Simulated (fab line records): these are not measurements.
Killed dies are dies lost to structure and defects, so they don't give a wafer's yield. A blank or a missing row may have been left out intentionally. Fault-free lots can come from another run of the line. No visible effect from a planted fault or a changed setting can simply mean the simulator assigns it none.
fab line records	flow gf180mcu
record lots=24	wafers=72	lastDay=34
route steps=602 shown V1@357 V2@399 M4@456 MIM@509 M5@535
lots with no fault: from the same line, run without faults
startH: hours from the record's first day to the start of the lot's first wafer shown	waitH: hours from the lot's prior step to this one	" the same as in the row above	L1.1+2: a single row standing in for several wafers	- value missing, or start not given	* or withheld: withheld	< > ~ a bound
route shown NAME@n: names a module that has steps shown in the file, with the first one's number in the route	usual: the fault-free wafers' mean and standard deviation	same: alike in all rows	chamber/n: place in a boat	sites: each site's reading	_std_site: how widely they spread, as a standard deviation	_edge_site: the outer-site mean with the inner-site mean subtracted	radiusMm: how far each site lies from the wafer's centre	mask NAME#n: copy n	behind: the most recent tool/chamber to have shaped the wafer	hold: cause of the lot's hold/its duration in hours/its outcome	device: names the non-switching transistor (n, p or np)	end of line: at the end of the route, the tests of the same wafers	a step given without rows: its recipe and nothing more	killed: the dies lost at the first sort to structure and to defects; this is not the yield of the wafer	map: a wafer's dies, x killed, . not, _ none there
set.NAME: the run value of the setting; set.NAME@STEP: its run value at that earlier step	model.NAME: the simulator's own value behind a step, which no gauge read
route steps across a sampled set of lots; one table per step, one row per wafer
services: a tool's chamber out of use, with start hour (startH, from the record's first day; less than 0 if before it), hours out, and reason
## steps
# step GF_V1_SPUTTER_22
# recipe material=TiN	targetThkNm=10	chamberPressurePa=5	powerW=4000	timeS=40
# usual throttleValvePct=30.2/0.89
lot.wafer	tool	chamber	startH	waitH	throttleValvePct
L074.2	pvdSputter-02	-	426.81	0.0	30.5
L074.3	"	-	"	"	30.2
L074.4	"	-	"	"	28.8
L075.1	pvdSputter-02	-	427.34	0.0	29.6
L075.2	"	-	"	"	28.5
L075.4	"	-	"	"	29.9
L076.1	pvdSputter-01	-	435.08	0.0	29.9
L076.2	"	-	"	"	30.5
L076.6	"	-	"	"	31.1
L077.1	pvdSputter-04	-	442.04	0.0	30.3
L077.2	"	-	"	"	28.6
L077.3	"	-	"	"	31.1
L078.1	pvdSputter-04	-	448.41	0.0	28.6
L078.5	"	-	"	"	28.7
L078.6	"	-	"	"	31.2
L079.3	pvdSputter-01	-	469.18	0.0	31.7
L079.5	"	-	"	"	30.9
L079.6	"	-	"	"	30.4
L080.2	pvdSputter-04	-	480.59	0.0	31.3
L080.3	"	-	"	"	28.8
L080.5	"	-	"	"	30.2
L081.1	pvdSputter-01	-	482.39	0.0	30.7
L081.2	"	-	"	"	31.6
L081.5	"	-	"	"	30.7
L082.2	pvdSputter-01	-	485.92	0.0	31.4
L082.5	"	-	"	"	31.7
L082.6	"	-	"	"	30.1
L083.3	pvdSputter-04	-	497.62	0.0	28.6
L083.4	"	-	"	"	30.0
L083.6	"	-	"	"	31.1
L084.1	pvdSputter-01	-	516.29	0.0	30.2
L084.4	"	-	"	"	31.6
L084.5	"	-	"	"	30.5
L085.2	pvdSputter-04	-	523.08	0.0	30.4
L085.4	"	-	"	"	30.2
L085.6	"	-	"	"	30.2
L086.1	pvdSputter-04	-	526.29	0.0	30.2
L086.4	"	-	"	"	31.0
L086.6	"	-	"	"	30.9
L087.2	pvdSputter-02	-	532.61	0.0	29.4
L087.3	"	-	"	"	30.0
L087.5	"	-	"	"	30.6
L088.3	pvdSputter-04	-	538.75	0.0	31.1
L088.5	"	-	"	"	28.8
L088.6	"	-	"	"	31.5
L090.2	pvdSputter-02	-	561.92	0.0	30.9
L090.3	"	-	"	"	30.1
L090.4	"	-	"	"	29.6
L089.1	pvdSputter-04	-	564.42	0.0	31.2
L089.3	"	-	"	"	30.6
L089.6	"	-	"	"	31.2
L091.2	pvdSputter-04	-	573.93	0.0	30.6
L091.4	"	-	"	"	31.2
L091.5	"	-	"	"	30.4
L092.3	pvdSputter-04	-	574.66	0.0	31.1
L092.4	"	-	"	"	30.1
L092.5	"	-	"	"	30.6
L093.2	pvdSputter-02	-	581.82	0.0	30.8
L093.5	"	-	"	"	29.5
L093.6	"	-	"	"	30.0
L094.1	pvdSputter-01	-	590.70	0.0	31.2
L094.3	"	-	"	"	29.8
L094.4	"	-	"	"	31.5
L095.1	pvdSputter-01	-	595.14	0.0	31.7
L095.3	"	-	"	"	30.2
L095.4	"	-	"	"	30.4
L096.1	pvdSputter-04	-	598.23	0.0	31.2
L096.3	"	-	"	"	28.7
L096.6	"	-	"	"	31.2
L097.1	pvdSputter-04	-	606.86	0.0	31.3
L097.2	"	-	"	"	30.1
L097.6	"	-	"	"	30.4
# step GF_V2_ETCH_17
# recipe chemistry=C4F8/O2/Ar	maskMaterial=KrF	target=SiO2	stopOn=TiN	sourceW=1500	biasW=1200	pressureMtorr=40	c4f8FlowSccm=withheld	O2_flow_sccm=6	Ar_flow_sccm=300	timeS=withheld	targetDepthA=6300
# usual oesProductAu=0.856/0.0046
lot.wafer	tool	chamber	startH	waitH	oesProductAu
L074.2	rieDiel-04	2	-	-	0.856
L074.3	"	3	"	"	0.852
L074.4	"	0	"	"	0.854
L075.1	rieDiel-02	2	-	-	0.859
L075.2	"	0	"	"	0.854
L075.4	"	1	"	"	0.849
L076.1	rieDiel-01	0	-	-	0.866
L076.2	"	3	"	"	0.853
L076.6	"	1	"	"	0.851
L077.1	rieDiel-02	3	-	-	0.853
L077.2	"	0	"	"	0.850
L077.3	"	2	"	"	0.857
L078.1	rieDiel-04	2	-	-	0.856
L078.5	"	0	"	"	0.850
L078.6	"	1	"	"	0.853
L079.3	rieDiel-01	1	-	-	0.856
L079.5	"	0	"	"	0.856
L079.6	"	1	"	"	0.854
L080.2	rieDiel-01	3	-	-	0.856
L080.3	"	2	"	"	0.852
L080.5	"	3	"	"	0.865
L081.1	rieDiel-02	3	-	-	0.857
L081.2	"	2	"	"	0.862
L081.5	"	2	"	"	0.858
L082.2	rieDiel-04	0	-	-	0.858
L082.5	"	0	"	"	0.857
L082.6	"	1	"	"	0.859
L083.3	rieDiel-04	3	-	-	0.856
L083.4	"	1	"	"	0.857
L083.6	"	3	"	"	0.854
L084.1	rieDiel-02	3	-	-	0.853
L084.4	"	0	"	"	0.854
L084.5	"	0	"	"	0.862
L085.2	rieDiel-01	2	-	-	0.851
L085.4	"	1	"	"	0.856
L085.6	"	2	"	"	0.851
L086.1	rieDiel-04	2	-	-	0.863
L086.4	"	1	"	"	0.846
L086.6	"	0	"	"	0.860
L087.2	rieDiel-01	0	-	-	0.853
L087.3	"	2	"	"	0.851
L087.5	"	0	"	"	0.858
L088.3	rieDiel-01	2	-	-	0.860
L088.5	"	1	"	"	0.859
L088.6	"	2	"	"	0.861
L090.2	rieDiel-04	2	-	-	0.857
L090.3	"	3	"	"	0.862
L090.4	"	1	"	"	0.856
L089.1	rieDiel-01	3	-	-	0.854
L089.3	"	1	"	"	0.856
L089.6	"	3	"	"	0.858
L091.2	rieDiel-04	0	-	-	0.857
L091.4	"	3	"	"	0.867
L091.5	"	2	"	"	0.846
L092.3	rieDiel-02	1	-	-	0.854
L092.4	"	2	"	"	0.861
L092.5	"	0	"	"	0.858
L093.2	rieDiel-01	1	-	-	0.850
L093.5	"	2	"	"	0.847
L093.6	"	3	"	"	0.857
L094.1	rieDiel-02	3	-	-	0.849
L094.3	"	1	"	"	0.861
L094.4	"	2	"	"	0.864
L095.1	rieDiel-01	3	-	-	0.852
L095.3	"	0	"	"	0.859
L095.4	"	2	"	"	0.855
L096.1	rieDiel-02	3	-	-	0.853
L096.3	"	0	"	"	0.861
L096.6	"	2	"	"	0.857
L097.1	rieDiel-02	2	-	-	0.852
L097.2	"	1	"	"	0.851
L097.6	"	3	"	"	0.852
# step GF_M4_SPUTTER_00
# recipe material=Ti	targetThkNm=37.5	arrivingIonEnergyEv=80	substrateTempC=200	chamberPressurePa=2	powerW=4000	timeS=150
# usual throttleValvePct=30.0/0.81
lot.wafer	tool	chamber	startH	waitH	throttleValvePct
L074.2	pvdSputter-03	-	531.11	0.2	29.1
L074.3	"	-	"	"	31.3
L074.4	"	-	"	"	29.7
L075.1	pvdSputter-02	-	531.81	0.1	30.0
L075.2	"	-	"	"	30.5
L075.4	"	-	"	"	28.8
L076.1	pvdSputter-03	-	536.52	0.2	29.3
L076.2	"	-	"	"	29.7
L076.6	"	-	"	"	29.9
L077.1	pvdSputter-03	-	543.44	0.2	29.9
L077.2	"	-	"	"	29.3
L077.3	"	-	"	"	31.2
L078.1	pvdSputter-02	-	548.01	0.1	29.4
L078.5	"	-	"	"	30.4
L078.6	"	-	"	"	28.4
L079.3	pvdSputter-03	-	569.27	0.1	29.1
L079.5	"	-	"	"	29.2
L079.6	"	-	"	"	29.4
L080.2	pvdSputter-02	-	579.91	0.1	30.0
L080.3	"	-	"	"	30.7
L080.5	"	-	"	"	29.3
L081.1	pvdSputter-01	-	580.35	0.1	29.9
L081.2	"	-	"	"	30.5
L081.5	"	-	"	"	30.5
L082.2	pvdSputter-02	-	582.82	0.2	30.1
L082.5	"	-	"	"	30.3
L082.6	"	-	"	"	29.6
L083.3	pvdSputter-02	-	593.94	0.2	30.7
L083.4	"	-	"	"	30.5
L083.6	"	-	"	"	28.6
L084.1	pvdSputter-03	-	611.10	0.1	29.7
L084.4	"	-	"	"	29.5
L084.5	"	-	"	"	29.6
L085.2	pvdSputter-03	-	617.37	0.1	31.3
L085.4	"	-	"	"	29.7
L085.6	"	-	"	"	29.9
L086.1	pvdSputter-02	-	620.75	0.2	30.6
L086.4	"	-	"	"	30.1
L086.6	"	-	"	"	28.6
L087.2	pvdSputter-01	-	625.36	0.2	31.5
L087.3	"	-	"	"	30.6
L087.5	"	-	"	"	30.4
L088.3	pvdSputter-01	-	630.00	0.1	31.8
L088.5	"	-	"	"	30.6
L088.6	"	-	"	"	30.2
L090.2	pvdSputter-02	-	651.97	0.1	30.6
L090.3	"	-	"	"	29.5
L090.4	"	-	"	"	28.4
L089.1	pvdSputter-03	-	653.31	0.2	29.2
L089.3	"	-	"	"	29.6
L089.6	"	-	"	"	29.2
L091.2	pvdSputter-01	-	662.16	0.2	30.9
L091.4	"	-	"	"	30.5
L091.5	"	-	"	"	30.5
L092.3	pvdSputter-03	-	664.44	0.1	29.3
L092.4	"	-	"	"	31.0
L092.5	"	-	"	"	31.0
L093.2	pvdSputter-02	-	670.11	0.1	29.9
L093.5	"	-	"	"	29.6
L093.6	"	-	"	"	28.5
L094.1	pvdSputter-03	-	676.80	0.1	30.9
L094.3	"	-	"	"	29.4
L094.4	"	-	"	"	29.2
L095.1	pvdSputter-03	-	681.22	0.2	30.0
L095.3	"	-	"	"	29.2
L095.4	"	-	"	"	29.7
L096.1	pvdSputter-03	-	685.71	0.2	29.3
L096.3	"	-	"	"	29.9
L096.6	"	-	"	"	29.2
L097.1	pvdSputter-01	-	691.90	0.1	30.4
L097.2	"	-	"	"	30.8
L097.6	"	-	"	"	30.6
# step GF_MIM_THK_MEAS_06
# recipe reads=Si3N4_of_MIM_CVD_05
# usual MIM_CVD_05_THK=42.0/0.57
lot.wafer	tool	chamber	startH	waitH	MIM_CVD_05_THK[nm]
L074.2	filmMetro-02	-	578.76	0.0	41.5
L074.3	"	-	"	"	41.1
L074.4	"	-	"	"	42.3
L075.1	filmMetro-02	-	579.50	0.0	42.2
L075.2	"	-	"	"	41.7
L075.4	"	-	"	"	41.8
L076.1	filmMetro-03	-	584.86	0.0	41.5
L076.2	"	-	"	"	41.6
L076.6	"	-	"	"	42.5
L077.1	filmMetro-01	-	590.25	0.0	41.6
L077.2	"	-	"	"	41.4
L077.3	"	-	"	"	42.1
L078.1	filmMetro-03	-	595.65	0.0	42.2
L078.5	"	-	"	"	42.5
L078.6	"	-	"	"	42.4
L079.3	filmMetro-03	-	615.12	0.0	41.3
L079.5	"	-	"	"	42.2
L079.6	"	-	"	"	41.4
L080.2	filmMetro-03	-	625.19	0.0	41.6
L080.3	"	-	"	"	41.5
L080.5	"	-	"	"	42.3
L081.1	filmMetro-01	-	625.75	0.0	40.9
L081.2	"	-	"	"	41.8
L081.5	"	-	"	"	42.2
L082.2	filmMetro-02	-	627.99	0.0	41.8
L082.5	"	-	"	"	42.3
L082.6	"	-	"	"	42.3
L083.3	filmMetro-03	-	639.27	0.0	40.8
L083.4	"	-	"	"	41.8
L083.6	"	-	"	"	41.4
L084.1	filmMetro-02	-	655.29	0.0	41.7
L084.4	"	-	"	"	43.0
L084.5	"	-	"	"	42.7
L085.2	filmMetro-01	-	663.49	0.0	40.7
L085.4	"	-	"	"	42.0
L085.6	"	-	"	"	42.0
L086.1	filmMetro-03	-	663.90	0.0	42.0
L086.4	"	-	"	"	42.8
L086.6	"	-	"	"	43.6
L087.2	filmMetro-01	-	668.28	0.0	42.5
L087.3	"	-	"	"	42.2
L087.5	"	-	"	"	42.8
L088.3	filmMetro-03	-	672.25	0.0	42.4
L088.5	"	-	"	"	42.6
L088.6	"	-	"	"	42.7
L090.2	filmMetro-02	-	694.46	0.0	41.8
L090.3	"	-	"	"	41.7
L090.4	"	-	"	"	42.5
L089.1	filmMetro-03	-	695.58	0.0	42.2
L089.3	"	-	"	"	41.9
L089.6	"	-	"	"	42.6
L091.2	filmMetro-03	-	703.69	0.0	41.8
L091.4	"	-	"	"	42.1
L091.5	"	-	"	"	41.7
L092.3	filmMetro-02	-	705.73	0.0	41.3
L092.4	"	-	"	"	41.5
L092.5	"	-	"	"	42.8
L093.2	filmMetro-02	-	710.86	0.0	41.7
L093.5	"	-	"	"	42.7
L093.6	"	-	"	"	41.5
L094.1	filmMetro-02	-	718.03	0.0	41.5
L094.3	"	-	"	"	41.6
L094.4	"	-	"	"	41.6
L095.1	filmMetro-03	-	720.80	0.0	41.5
L095.3	"	-	"	"	41.0
L095.4	"	-	"	"	42.2
L096.1	filmMetro-01	-	726.07	0.0	42.4
L096.3	"	-	"	"	41.1
L096.6	"	-	"	"	42.8
L097.1	filmMetro-02	-	731.50	0.0	42.0
L097.2	"	-	"	"	41.4
L097.6	"	-	"	"	42.5
# step GF_MIM_METAL_ETCH_19
# recipe chemistry=Cl2/BCl3	maskMaterial=NOVOLAK	stopOn=Si3N4	targetDepthNm=324.5	pressureMtorr=8	icpW=800	biasW=140	Cl2_flow_sccm=80	bcl3FlowSccm=40	timeS=54.1
# usual bcl3FlowSccm=40.01/0.14	drypumpMotorCurrentA=5.92/0.12	oesProductAu=0.940/0.006	throttleValvePct=28.283/0.011
lot.wafer	tool	chamber	startH	waitH	bcl3FlowSccm	drypumpMotorCurrentA	oesProductAu	rfHoursCounterH	throttleValvePct
L074.2	rieMetal-01	0	599.65	0.1	40.22	6.00	0.933	9	28.290
L074.3	"	0	"	"	39.98	6.00	0.929	-	28.288
L074.4	"	1	"	"	39.79	5.99	0.929	-	28.278
L075.1	rieMetal-03	0	600.90	0.1	39.92	5.93	0.950	9	28.279
L075.2	"	1	"	"	39.91	5.70	0.938	9	28.292
L075.4	"	0	"	"	40.09	5.93	0.949	-	28.275
L076.1	rieMetal-01	1	605.50	0.1	39.88	6.01	0.935	2	28.293
L076.2	"	0	"	"	39.93	5.97	0.943	9	28.300
L076.6	"	0	"	"	39.75	5.96	0.940	-	28.280
L077.1	rieMetal-01	1	611.30	0.1	40.01	5.98	0.940	2	28.302
L077.2	"	1	"	"	39.96	5.97	0.938	-	28.286
L077.3	"	1	"	"	40.05	5.98	0.928	-	28.305
L078.1	rieMetal-01	1	617.02	0.1	40.00	6.02	0.947	2	28.259
L078.5	"	1	"	"	40.53	6.01	0.946	-	28.275
L078.6	"	1	"	"	39.86	6.03	0.935	-	28.285
L079.3	rieMetal-01	0	636.03	0.1	39.99	5.96	0.938	-	28.278
L079.5	"	1	"	"	40.17	6.01	0.937	-	28.281
L079.6	"	0	"	"	39.82	5.94	0.944	-	28.290
L080.2	rieMetal-03	1	645.41	0.1	40.12	5.71	0.947	11	28.287
L080.3	"	1	"	"	40.32	5.71	0.937	-	28.290
L080.5	"	1	"	"	40.21	5.70	0.949	-	28.292
L081.1	rieMetal-01	1	646.27	0.1	39.75	5.99	0.935	3	28.266
L081.2	"	0	"	"	39.87	6.00	0.937	10	28.289
L081.5	"	1	"	"	40.04	5.99	0.937	-	28.276
L082.2	rieMetal-02	1	648.04	0.1	40.05	5.78	0.936	5	28.281
L082.5	"	1	"	"	40.12	5.78	0.944	-	28.263
L082.6	"	0	"	"	40.13	5.70	0.947	-	28.273
L083.3	rieMetal-01	1	659.22	0.1	40.08	6.00	0.931	-	28.281
L083.4	"	0	"	"	40.21	5.97	0.945	-	28.284
L083.6	"	0	"	"	40.15	5.99	0.939	-	28.288
L084.1	rieMetal-03	0	673.87	0.1	40.11	5.93	0.944	11	28.288
L084.4	"	0	"	"	39.98	5.93	0.940	-	28.279
L084.5	"	1	"	"	39.93	5.72	0.942	-	28.286
L085.2	rieMetal-02	1	682.14	0.1	39.95	5.81	0.936	7	28.268
L085.4	"	1	"	"	40.15	5.82	0.935	-	28.278
L085.6	"	1	"	"	40.05	5.80	0.939	-	28.270
L086.1	rieMetal-01	0	683.11	0.1	39.94	6.01	0.959	11	28.281
L086.4	"	0	"	"	40.05	6.01	0.939	-	28.289
L086.6	"	0	"	"	39.92	5.99	0.951	-	28.266
L087.2	rieMetal-01	0	687.49	0.1	40.09	6.00	0.933	12	28.284
L087.3	"	0	"	"	40.27	6.00	0.944	-	28.280
L087.5	"	0	"	"	40.05	5.99	0.942	-	28.278
L088.3	rieMetal-03	0	691.12	0.1	39.68	5.96	0.937	-	28.261
L088.5	"	0	"	"	39.88	5.94	0.951	-	28.282
L088.6	"	1	"	"	40.05	5.75	0.948	-	28.288
L090.2	rieMetal-01	1	712.98	0.1	40.14	6.01	0.935	-	28.289
L090.3	"	1	"	"	40.11	6.01	0.942	-	28.304
L090.4	"	1	"	"	40.22	5.99	0.934	-	28.309
L089.1	rieMetal-03	0	713.26	0.1	40.01	5.95	0.940	13	28.281
L089.3	"	0	"	"	40.05	5.94	0.941	-	28.280
L089.6	"	0	"	"	40.21	5.94	0.932	-	28.286
L091.2	rieMetal-03	0	722.32	0.1	39.94	5.92	0.950	13	28.271
L091.4	"	1	"	"	39.86	5.72	0.941	-	28.279
L091.5	"	0	"	"	40.11	5.93	0.942	-	28.264
L092.3	rieMetal-01	1	723.98	0.1	40.05	6.00	0.935	-	28.311
L092.4	"	0	"	"	39.91	6.01	0.934	-	28.300
L092.5	"	1	"	"	40.02	6.00	0.939	-	28.301
L093.2	rieMetal-01	0	728.54	0.1	40.25	5.98	0.939	12	28.293
L093.5	"	1	"	"	39.96	6.01	0.930	-	28.304
L093.6	"	0	"	"	40.04	5.99	0.931	-	28.269
L094.1	rieMetal-02	1	735.16	0.1	39.86	5.79	0.943	9	28.285
L094.3	"	1	"	"	40.02	5.82	0.943	-	28.296
L094.4	"	0	"	"	39.77	5.70	0.948	-	28.265
L095.1	rieMetal-03	1	738.29	0.1	40.14	5.71	0.948	1	28.292
L095.3	"	1	"	"	39.94	5.72	0.945	-	28.283
L095.4	"	1	"	"	40.17	5.71	0.947	-	28.278
L096.1	rieMetal-01	0	743.09	0.1	39.88	5.99	0.937	13	28.274
L096.3	"	1	"	"	40.04	6.00	0.939	-	28.277
L096.6	"	1	"	"	40.14	6.03	0.942	-	28.289
L097.1	rieMetal-01	1	748.54	0.1	39.97	6.00	0.951	8	28.287
L097.2	"	0	"	"	40.11	6.00	0.942	14	28.296
L097.6	"	0	"	"	40.21	5.98	0.936	-	28.256
# step GF_M5_ETCH_09
# recipe chemistry=CF4/O2	target=Si3N4	targetDepthNm=52	sourceW=823.4	biasW=150	pressureMtorr=150	cf4FlowSccm=80	O2_flow_sccm=10	timeS=11.6
# usual drypumpMotorCurrentA=5.8/0.36	oesProductAu=1.018/0.0095	throttleValvePct=5.975/0.01
lot.wafer	tool	chamber	startH	waitH	drypumpMotorCurrentA	oesProductAu	rfHoursCounterH	throttleValvePct
L074.2	rieDiel-01	0	621.26	0.0	5.6	1.002	18	5.978
L074.3	"	3	"	"	6.3	1.014	1	5.971
L074.4	"	2	"	"	6.5	1.026	2	5.975
L075.1	rieDiel-03	1	622.29	0.0	6.0	1.024	2	5.954
L075.2	"	0	"	"	5.5	1.018	5	5.973
L075.4	"	3	"	"	5.7	1.014	3	5.960
L076.1	rieDiel-01	2	627.50	0.0	6.5	1.023	2	5.972
L076.2	"	3	"	"	6.3	1.003	1	5.951
L076.6	"	3	"	"	6.3	1.015	-	5.964
L077.1	rieDiel-03	0	631.76	0.0	5.5	1.016	5	5.971
L077.2	"	2	"	"	5.8	1.013	19	5.976
L077.3	"	3	"	"	5.7	1.019	3	5.980
L078.1	rieDiel-02	3	638.29	0.0	6.3	1.022	3	5.994
L078.5	"	1	"	"	6.1	1.010	-	5.976
L078.6	"	0	"	"	5.3	1.031	-	5.977
L079.3	rieDiel-01	1	656.61	0.0	5.8	1.008	23	5.965
L079.5	"	3	"	"	6.3	0.996	-	5.966
L079.6	"	0	"	"	5.6	1.010	-	5.974
L080.2	rieDiel-03	1	665.49	0.0	6.0	1.024	3	5.967
L080.3	"	3	"	"	5.7	1.012	4	5.981
L080.5	"	1	"	"	6.0	1.033	-	5.978
L081.1	rieDiel-03	1	666.41	0.0	6.0	1.013	3	5.961
L081.2	"	3	"	"	5.8	1.005	4	5.975
L081.5	"	0	"	"	5.5	1.008	-	5.971
L082.2	rieDiel-02	0	667.73	0.0	5.3	1.027	11	5.980
L082.5	"	1	"	"	6.1	1.027	-	5.982
L082.6	"	2	"	"	5.4	1.020	-	5.979
L083.3	rieDiel-02	2	678.90	0.0	5.4	1.030	7	5.978
L083.4	"	0	"	"	5.3	1.035	12	5.989
L083.6	"	1	"	"	6.1	1.012	-	5.982
L084.1	rieDiel-03	2	693.80	0.0	5.8	1.017	21	5.973
L084.4	"	2	"	"	5.8	1.016	-	5.972
L084.5	"	3	"	"	5.7	1.003	-	5.956
L085.2	rieDiel-03	2	701.65	0.0	5.8	1.023	22	5.975
L085.4	"	0	"	"	5.5	1.000	-	5.953
L085.6	"	3	"	"	5.7	1.004	-	5.977
L086.1	rieDiel-01	2	703.13	0.0	6.6	1.018	5	5.975
L086.4	"	3	"	"	6.3	0.992	4	5.971
L086.6	"	0	"	"	5.6	1.010	-	5.961
L087.2	rieDiel-02	3	706.35	0.0	6.4	1.030	5	5.967
L087.3	"	1	"	"	6.1	1.017	13	5.969
L087.5	"	0	"	"	5.2	1.037	-	5.979
L088.3	rieDiel-01	2	710.05	0.0	6.5	1.030	5	5.969
L088.5	"	3	"	"	6.3	1.012	-	5.978
L088.6	"	2	"	"	6.5	1.022	-	5.980
L090.2	rieDiel-03	0	731.86	0.0	5.5	1.012	9	5.979
L090.3	"	3	"	"	5.7	1.008	7	5.983
L090.4	"	1	"	"	6.0	1.022	5	5.967
L089.1	rieDiel-02	2	732.09	0.0	5.4	1.028	9	5.998
L089.3	"	0	"	"	5.2	1.033	14	5.978
L089.6	"	0	"	"	5.3	1.031	-	5.975
L091.2	rieDiel-02	1	739.75	0.0	6.1	1.029	14	5.974
L091.4	"	2	"	"	5.4	1.014	9	5.968
L091.5	"	1	"	"	6.1	1.033	-	5.974
L092.3	rieDiel-03	0	741.90	0.0	5.5	1.018	10	5.976
L092.4	"	1	"	"	6.0	1.021	5	5.980
L092.5	"	2	"	"	5.8	1.012	-	5.986
L093.2	rieDiel-02	2	746.11	0.0	5.4	1.020	9	5.987
L093.5	"	0	"	"	5.3	1.028	-	5.984
L093.6	"	1	"	"	6.1	1.027	-	5.979
L094.1	rieDiel-03	3	752.56	0.0	5.7	1.004	8	5.945
L094.3	"	2	"	"	5.8	1.027	24	5.982
L094.4	"	3	"	"	5.7	1.014	-	5.977
L095.1	rieDiel-03	2	756.06	0.0	5.8	1.031	24	5.988
L095.3	"	3	"	"	5.7	0.993	8	5.960
L095.4	"	2	"	"	5.8	1.013	-	5.969
L096.1	rieDiel-01	2	760.41	0.0	6.5	1.019	8	5.982
L096.3	"	1	"	"	5.7	1.015	27	5.975
L096.6	"	2	"	"	6.6	1.024	-	5.983
L097.1	rieDiel-02	3	765.50	0.0	6.4	1.014	8	5.965
L097.2	"	1	"	"	6.1	1.026	17	5.983
L097.6	"	1	"	"	6.1	1.028	-	5.987
## services
tool	chamber	startH	hours	kind
rieMetal-01	-	437.64	15.6	pm
rieDiel-01	1	438.91	3.3	repair
rieDiel-02	2	460.15	5.1	repair
pvdSputter-02	-	479.58	3.5	repair
pvdSputter-03	-	485.97	0.5	repair
pvdSputter-02	-	500.48	1.1	repair
pvdSputter-02	-	506.28	4.6	repair
rieDiel-01	3	507.79	2.0	repair
pvdSputter-01	-	521.48	38.2	repair
rieDiel-01	2	532.91	3.4	repair
rieDiel-01	-	541.20	28.1	pm
rieDiel-02	-	548.62	0.4	repair
pvdSputter-01	-	606.38	8.8	repair
rieMetal-01	0	608.20	21.7	repair
rieDiel-02	3	617.39	4.3	repair
pvdSputter-03	-	634.71	5.6	repair
rieDiel-02	-	692.88	2.8	pm
rieMetal-01	-	695.99	0.9	repair
rieMetal-01	0	704.83	13.7	repair
rieDiel-02	-	716.36	2.2	repair
pvdSputter-02	-	726.46	3.6	repair
rieDiel-02	3	747.42	5.2	repair
rieDiel-02	0	749.58	33.8	repair
rieDiel-02	2	756.76	4.8	repair
## key
fault none
